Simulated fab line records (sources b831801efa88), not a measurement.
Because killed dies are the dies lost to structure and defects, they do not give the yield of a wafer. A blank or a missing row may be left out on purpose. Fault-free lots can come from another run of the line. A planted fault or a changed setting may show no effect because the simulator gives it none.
Problem report, 8D (eight disciplines) form, completed by code / flow gf180mcu / the parts of the form that need people (team, actions taken, sign-off) are left out

## 1. PROBLEM STATEMENT
VT_IMPLANT_2_TW at GF_VT_IMPLANT_TW_MEAS_21 reads a mean of 1123 on 6 wafers of 2 lots; wafers without a fault read 1226 with a standard deviation of 11. Measured from the usual mean, that is -9.3 standard deviations.
First seen on wafer L687.2, day 8 23:22, on filmMetro-04. Wafers with a number at this step in the record: 30, from 10 lots. The rule behind "out" and "out of limits": a value lying over 4 standard deviations away from the usual mean. The other wafers with a number count as sound.

## 2. WHAT THIS IS AND IS NOT
question=which readings at this step | is=VT_IMPLANT_2_TW | is not=-
question=which lots | is=L687, L690 | is not=L677, L678, L679, L680, L681, L692, L695, L700
question=which wafers of those lots | is=all that have a number | is not=-
question=read on which gauges | is=filmMetro-02, filmMetro-04 | is not=filmMetro-03
question=when | is=from day 8 23:22 | is not=up to then (15 sound wafers); but 9 sound wafers of L692, L695, L700 came after

## 3. SUSPECTS, AND WHAT RULES EACH OUT
Counting: a tool at any process step up to the reading remains a suspect when it ran all the lots that are out and ran no sound lot after the first of those.
- the gauge at GF_VT_IMPLANT_TW_MEAS_21 is ruled out. The wafers that are out were read on 2 gauges (filmMetro-02, filmMetro-04).
- implanter-01 at GF_VT_IMPLANT_IMPLANT_19: kept. It ran every lot that is out, first L687 (day 8 23:08), and no sound lot after that; its last sound lot up to then is L677 (day 6 16:33). On those wafers its own readings are out: doseIonsCm2, faradayCurrentUA.
Remaining after the count: implanter-01 at GF_VT_IMPLANT_IMPLANT_19.

## 4. THE CAUSE (what the simulator had put in)
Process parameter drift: implanter-01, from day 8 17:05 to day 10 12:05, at GF_VT_IMPLANT_IMPLANT_19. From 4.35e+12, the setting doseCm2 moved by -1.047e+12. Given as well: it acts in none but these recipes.
This tool alone remained once counting was done.

## 5. SEQUENCE OF EFFECTS, ordered by route
Each row: a reading whose mean over the struck wafers that have a number lies more than 3 standard deviations from the usual. Only readings for which the record gives a usual standard deviation are gone through. hours: the time from each lot's start at the first step in this table that gives one to its start at this step, as a median over the lots. sigmas: the change in usual standard deviations.
hours=0; step=GF_VT_IMPLANT_IMPLANT_19; reading=doseIonsCm2; usual=4.351e+12; on struck wafers=3.301e+12; change=-1.050e+12; sigmas=-99 or more
hours=0; step=GF_VT_IMPLANT_IMPLANT_19; reading=faradayCurrentUA; usual=24.6; on struck wafers=18.7; change=-5.9; sigmas=-13
hours=0; step=GF_VT_IMPLANT_TW_MEAS_21; reading=VT_IMPLANT_2_TW; usual=1226; on struck wafers=1123; change=-103; sigmas=-9.3
Process steps it contains:
- GF_VT_IMPLANT_IMPLANT_19
Later measuring or inspecting steps at which every struck wafer that the step has a row for has a number for every such reading, and none has moved that far: GF_HV_LDD_THK_MEAS_57, GF_NSD_OVL_MEAS_08.

## 6. HOW IT WOULD HAVE BEEN CAUGHT EARLIER
In this record the first reading out of limits at a measuring or inspecting step was taken at day 8 23:22, 6 hours after the fault began at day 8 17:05.
At GF_VT_IMPLANT_IMPLANT_19, the tool's own readings (doseIonsCm2, faradayCurrentUA) were out on each struck wafer the step has a row for, so an alarm limit on them would have fired on the first such wafer.
L690, from the lots that are out (2), started GF_VT_IMPLANT_IMPLANT_19 on implanter-01 later than day 8 23:22. Holding the tool at that time would have saved it.
